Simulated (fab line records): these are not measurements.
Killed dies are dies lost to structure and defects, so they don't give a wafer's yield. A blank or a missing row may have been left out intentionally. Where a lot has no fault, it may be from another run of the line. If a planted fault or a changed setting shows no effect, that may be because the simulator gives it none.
Which of the tools did it? | flow gf180mcu | 39 wafers from 13 lots sampled at 5 of the route's 602 steps

## WHAT THE GAUGES SHOWED, per wafer
GF_STI_THK_MEAS_22.
lot  | measured    | on            | STI_OXIDATION_01_THK (nm)
L200 | day 2 09:52 | film_metro-04 | 15.03 14.95 15.14
L202 | day 2 18:51 | film_metro-02 | 14.62 14.87 14.58
L203 | day 3 02:32 | film_metro-02 | 15.27 14.94 14.96
L204 | day 3 05:17 | film_metro-03 | 14.61 14.71 14.89
L205 | day 3 11:26 | film_metro-03 | 15.20 15.18 14.85
L206 | day 3 17:42 | film_metro-03 | 14.97 15.45 15.44
L207 | day 4 00:08 | film_metro-04 | 14.74 14.62 14.84
L208 | day 4 07:02 | film_metro-03 | 14.46 14.48 14.28
L209 | day 4 07:04 | film_metro-02 | 14.74 14.66 14.60
L214 | day 5 08:32 | film_metro-03 | 15.03 15.00 15.08
L213 | day 5 08:49 | film_metro-02 | 14.93 14.84 14.90
L215 | day 5 15:25 | film_metro-03 | 15.09 15.38 15.06
L216 | day 5 23:23 | film_metro-03 | 14.69 14.25 14.29

GF_NWELL_OVL_MEAS_07.
lot  | measured    | on         | NWELL_OVL (nm)
L200 | day 3 13:28 | overlay-01 | 0.8 -0.6 1.1
L202 | day 3 23:44 | overlay-02 | -1.2 -1.6 -0.2
L203 | day 4 08:28 | overlay-02 | -1.1 -0.9 0.2
L204 | day 4 11:47 | overlay-02 | 0.7 0.9 0.8
L205 | day 4 15:23 | overlay-01 | 1.4 1.8 0.9
L206 | day 5 00:34 | overlay-01 | -0.5 -0.4 0.9
L207 | day 5 08:13 | overlay-01 | -77.9 -77.6 -78.3
L208 | day 5 20:22 | overlay-02 | -77.1 -77.9 -77.6
L209 | day 5 20:44 | overlay-01 | -76.2 -77.1 -75.8
L214 | day 6 15:38 | overlay-01 | -77.9 -78.3 -79.6
L213 | day 6 16:11 | overlay-01 | 1.1 1.1 0.4
L215 | day 7 00:25 | overlay-02 | -0.1 0.7 -0.4
L216 | day 7 11:29 | overlay-01 | -0.5 1.3 0.8

## TOOL THAT RAN EACH LOT (tool first, then ch and the chambers of the sampled wafers, then the start)
lot  | GF_STI_ETCH_14                  | GF_STI_CMP_25                | GF_NWELL_EXPOSE_04
L200 | rie_si-02 ch 0,1,3, day 2 06:46 | cmp-02 ch 0,1,2, day 2 10:04 | iline_stepper-02 ch 0, day 3 07:34
L202 | rie_si-01 ch 0,2,3, day 2 17:11 | cmp-01 ch 1,2,3, day 2 19:07 | iline_stepper-02 ch 0, day 3 17:04
L203 | rie_si-02 ch 0,2,3, day 2 23:35 | cmp-01 ch 0,1,3, day 3 02:44 | iline_stepper-02 ch 0, day 4 02:14
L204 | rie_si-01 ch 0,2,3, day 3 02:44 | cmp-02 ch 0,2,3, day 3 05:44 | iline_stepper-01 ch 0, day 4 05:46
L205 | rie_si-01 ch 1,3, day 3 08:47   | cmp-01 ch 0,2,3, day 3 11:36 | iline_stepper-01 ch 0, day 4 09:32
L206 | rie_si-01 ch 0,2,3, day 3 15:26 | cmp-01 ch 1,2, day 3 17:56   | iline_stepper-02 ch 0, day 4 17:53
L207 | rie_si-01 ch 2,3, day 3 20:49   | cmp-01 ch 1,2, day 4 00:19   | iline_stepper-02 ch 0, day 5 01:46
L208 | rie_si-02 ch 0,2, day 4 01:20   | cmp-01 ch 0,3, day 4 07:14   | iline_stepper-02 ch 0, day 5 13:11
L209 | rie_si-02 ch 0,1,2, day 4 04:49 | cmp-01 ch 0,3, day 4 07:35   | iline_stepper-02 ch 0, day 5 13:32
L214 | rie_si-01 ch 0,2,3, day 5 06:52 | cmp-02 ch 1,2,3, day 5 08:52 | iline_stepper-02 ch 0, day 6 08:56
L213 | rie_si-02 ch 0,1,3, day 5 06:56 | cmp-01 ch 0,1,2, day 5 08:59 | iline_stepper-01 ch 0, day 6 09:26
L215 | rie_si-02 ch 0,1,3, day 5 13:46 | cmp-02 ch 0,2,3, day 5 15:41 | iline_stepper-01 ch 0, day 6 17:13
L216 | rie_si-01 ch 0,1,3, day 5 21:44 | cmp-02 ch 0,2,3, day 5 23:37 | iline_stepper-01 ch 0, day 7 03:55
- GF_STI_ETCH_14: etches Si in HBr/Cl2/O2, target depth 360 nm, time 102.9 s.
- GF_STI_CMP_25: polishes, stops on Si3N4, t overpolish 33 s, target thk 524.6 nm.
- GF_NWELL_EXPOSE_04: exposes mask Nwell, target cd 860 nm.

## AS READ BY THE TOOLS THEMSELVES (means over the sampled wafers that have a number; for cases with no such wafer, the mark the record gives instead)
GF_STI_ETCH_14.
lot  | tool      | drypump_motor_current_A (A) | oes_product_au (a.u.) | throttle_valve_pct (%)
L200 | rie_si-02 | 5.4                         | 0.997                 | 25.662
L202 | rie_si-01 | 5.1                         | 0.997                 | 25.647
L203 | rie_si-02 | 5.4                         | 0.995                 | 25.660
L204 | rie_si-01 | 5.1                         | 0.999                 | 25.661
L205 | rie_si-01 | 5.6                         | 0.997                 | 25.657
L206 | rie_si-01 | 5.2                         | 0.997                 | 25.650
L207 | rie_si-01 | 4.8                         | 0.997                 | 25.660
L208 | rie_si-02 | 5.6                         | 1.003                 | 25.656
L209 | rie_si-02 | 5.5                         | 1.007                 | 25.658
L214 | rie_si-01 | 5.1                         | 0.990                 | 25.653
L213 | rie_si-02 | 5.4                         | 0.996                 | 25.651
L215 | rie_si-02 | 5.5                         | 0.995                 | 25.657
L216 | rie_si-01 | 5.5                         | 1.001                 | 25.651

GF_STI_CMP_25.
lot  | tool   | head_pressure_psi (psi) | motor_current_A (A) | overpolish_run_s (s) | time_to_endpoint_s (s)
L200 | cmp-02 | 4.003                   | 12.0                | 32.995               | 122
L202 | cmp-01 | 3.995                   | 11.2                | 33.003               | 120
L203 | cmp-01 | 4.003                   | 12.4                | 32.997               | 124
L204 | cmp-02 | 4.006                   | 12.8                | 33.003               | 125
L205 | cmp-01 | 3.999                   | 12.1                | 33.009               | 122
L206 | cmp-01 | 3.995                   | 10.7                | 32.998               | 123
L207 | cmp-01 | 3.991                   | 11.2                | 32.999               | 125
L208 | cmp-01 | 4.007                   | 12.7                | 33.003               | 120
L209 | cmp-01 | 3.993                   | 12.9                | 33.000               | 120
L214 | cmp-02 | 4.005                   | 13.1                | 33.000               | 128
L213 | cmp-01 | 4.009                   | 11.5                | 32.995               | 124
L215 | cmp-02 | 4.004                   | 12.3                | 33.000               | 125
L216 | cmp-02 | 3.996                   | 12.5                | 33.002               | 128

## THE ANSWER, worked out from the rows above alone
Rule: what is usual is taken from the lots themselves. The widest of any qualifying gaps counts: lots, ordered by their means at a reading, are off when they make up no more than a third of the lots, leave a main group of 4 or more, and stand apart from it by 3 or more times the standard deviation of that group's means. The tables above print the reading to a certain number of digits; a main group whose means all agree to those digits is not used. Also off: a lot with no number at a reading for which 4 or more lots have one. Any other lot the step has rows for is counted as sound. After the gauges, taken in route order, come the tools' own readings; for these a lot's mean is taken, as printed above. The first step at which some lot is off is used, and at that step the reading that is off furthest; a lot without a number counts as furthest.
Off: L207, L208, L209, L214, at GF_NWELL_OVL_MEAS_07 (NWELL_OVL). The main group has a mean of 0.3 nm with a standard deviation of 0.7.
A tool fits if, at a process step before that reading, it ran every lot that is off, and no sound lot after the first of them. The gauges at GF_NWELL_OVL_MEAS_07 are tried like those tools. One fits: iline_stepper-02 at GF_NWELL_EXPOSE_04. A fault onset in the window from L206 (day 4 17:53, its last sound lot) to L207 (day 5 01:46, its first lot off) fits.

## WHAT THE SIMULATOR PUT IN
Scanner matching overlay: iline_stepper-02, from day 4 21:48 on, at GF_NWELL_EXPOSE_04. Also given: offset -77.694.
Lots struck among those shown: L207, L208, L209, L214. The same result came from the rule above.
